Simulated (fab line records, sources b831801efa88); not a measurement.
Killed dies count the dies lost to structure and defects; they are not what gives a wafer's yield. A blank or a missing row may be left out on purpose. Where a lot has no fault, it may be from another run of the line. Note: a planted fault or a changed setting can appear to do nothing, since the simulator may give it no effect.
A single fault, viewed from 2 desks	flow sky130	only its own numbers are on each desk; what lay behind them is given at the end

AT THE TOOL OWNER'S DESK: implanter-02
The tool's own readings at SKY_LDD_HVP_IMPLANT_08, given as means over the sampled wafers that have a number, one for each lot that went through this tool. Any lot whose mean is over 4 standard deviations away from the usual mean is out of limits and marked OUT; that distance is given in the brackets.
Columns: A = beam-energy-keV at SKY_LDD_HVP_IMPLANT_08, usual 20.000; B = dose-ions-cm2 at SKY_LDD_HVP_IMPLANT_08, usual 1.6997e+13; C = tilt-deg at SKY_LDD_HVP_IMPLANT_08, usual 17.897 degrees
lot	first seen here	A	B	C
L810	day 21 21:22	20.004	1.7010e+13	17.912
L814	day 23 07:07	16.800 (-99 or more) OUT	1.6989e+13	17.886
L815	day 24 00:34	16.790 (-99 or more) OUT	1.7001e+13	17.891
L821	day 26 03:11	19.995	1.6995e+13	17.891
L825	day 27 19:29	19.999	1.7006e+13	17.862
This desk's verdict: out of limits on L814, L815, starting with L814 at day 23 07:07 (beam-energy-keV at SKY_LDD_HVP_IMPLANT_08). L810, L821, L825 stayed within limits.

AT THE METROLOGY DESK
Means of the sampled wafers that have a number, per lot and without regard to the tool the lot ran on: this is what the gauges read. Any lot whose mean is over 4 standard deviations away from the usual mean is out of limits and marked OUT; that distance is given in the brackets.
Columns: A = POLY_GATE_TW at SKY_RES_PROTECT_TW_MEAS_08, usual 4037; B = LDD_P_TW at SKY_LDD_P_TW_MEAS_11, usual 641
lot	first seen here	A	B
L809	day 15 00:35	4033	648
L810	day 15 10:37	4040	638
L814	day 16 19:34	4147	637
L815	day 17 09:41	4136	636
L816	day 17 16:04	4135	636
L821	day 19 15:41	4054	633
L822	day 20 04:04	3980	636
L823	day 20 12:17	4124	646
L824	day 20 13:01	4134	632
L825	day 21 01:17	4012	630
L827	day 21 11:08	4124	650
L828	day 21 22:41	4149	630
L829	day 22 04:02	4030	648
Finding of this desk: none of the 13 lots has anything out of limits.

PUT TOGETHER
The tool owner's desk had the chance to raise an alarm at day 23 07:07 on L814, L815.
At the metrology desk, nothing out of limits was observed.
The metrology desk has L814, L815 on record, within its limits.
SKY_LDD_HVP_IMPLANT_08 was run on implanter-02 by each of the lots named.

WHAT THE SIMULATOR HAD PUT IN
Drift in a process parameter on implanter-02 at SKY_LDD_HVP_IMPLANT_08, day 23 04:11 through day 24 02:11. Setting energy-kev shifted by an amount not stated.
Shown lots that were struck: L814, L815.
How many hours passed from the start of the fault until each desk's first out-of-limits reading: the tool owner's desk, 3.
